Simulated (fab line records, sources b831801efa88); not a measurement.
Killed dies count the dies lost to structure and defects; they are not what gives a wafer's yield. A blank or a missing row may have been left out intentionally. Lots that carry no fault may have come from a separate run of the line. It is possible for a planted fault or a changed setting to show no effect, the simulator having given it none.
A struck lot beside a sound one / flow sky130 / 14 out of 708 route steps
Sound: the wafers L646.1, L646.2, L646.5. The struck wafers were L652.3, L652.5, L652.6. The cause is given at the end.
Order at every step that has rows: each side's tool, ch and its chambers, its first start. Under that, the readings that differ: sound wafers / struck wafers / difference of the means / sigmas: that difference in standard deviations of wafers without a fault.
alike: words and numbers the same on both sides, and readings whose means are apart by under 2 such deviations; not compared: readings that were withheld, readings missing a value for some wafer, numbers with overlapping values and no deviation given by the record, and bounds like >300 which may hide the same value.
A row with sigmas, a row that says differs or no value, or rows on one side alone: a step with any of these is where the two part. Non-overlapping numbers with no deviation appear without sigmas and do not part them. Lack of a reading on every wafer of one side parts them only where that side has two or more wafers.

SKY_VT_ADJUST_PCH_STRIP_09: strips in O2/N2.
  sound on plasma_asher-02 ch 0,1, day 13 05:38; struck on plasma_asher-02 ch 0,1, day 16 04:43
  alike: drypump_motor_current_A, n2_flow_sccm, oes_product_au, strip_time_to_endpoint_s
  not compared: rf_hours_counter_h
SKY_VT_ADJUST_PCH_TW_MEAS_10:
  struck on film_metro-02, day 16 04:48; sound on film_metro-03, day 13 05:44
  alike: VT_ADJUST_PCH_TW
then, 7 steps without rows for these wafers: SKY_SONOS_TUNNEL_DEHYDRATE_00 (time 60 s); SKY_SONOS_TUNNEL_HMDS_01 (prime time 60 s); SKY_SONOS_TUNNEL_COAT_02 (resist thk 1140 nm); SKY_SONOS_TUNNEL_SOFTBAKE_03 (time 60 s); SKY_SONOS_TUNNEL_EXPOSE_04 (exposes mask TUNM, target cd 410 nm); SKY_SONOS_TUNNEL_PEB_05; SKY_SONOS_TUNNEL_DEVELOP_06 (develop time 60 s).
SKY_SONOS_TUNNEL_CD_MEAS_07 targets a cd of 410 nm.
  struck on cd_sem-01, day 17 09:17; sound on cd_sem-02, day 14 06:50
  alike: cd_nm
SKY_SONOS_TUNNEL_OVL_MEAS_08:
  struck on overlay-02, day 17 09:22; sound on overlay-01, day 14 06:58
  alike: SONOS_TUNNEL_OVL
following that, these wafers have no rows for 1 step: SKY_SONOS_TUNNEL_IMPLANT_09.
SKY_SONOS_TUNNEL_WET_ETCH_10: etches SiO2 in dHF, target depth 14 nm, time 280 s.
  sound on wet_bench-04 ch 1, day 14 07:08; struck on wet_bench-04 ch 2, day 17 09:32
reading=run_length_s (s); sound=306 306 306; struck=113 113 113; difference=-193; sigmas=-52
then, 1 step without rows for these wafers: SKY_SONOS_TUNNEL_STRIP_11 (strips in SPM, time 600 s).

WHERE THEY PART
Only at SKY_SONOS_TUNNEL_WET_ETCH_10, as far as this record shows.

WHY: the cause the simulator had injected
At SKY_SONOS_TUNNEL_WET_ETCH_10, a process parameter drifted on wet_bench-04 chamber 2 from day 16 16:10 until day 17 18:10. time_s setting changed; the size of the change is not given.
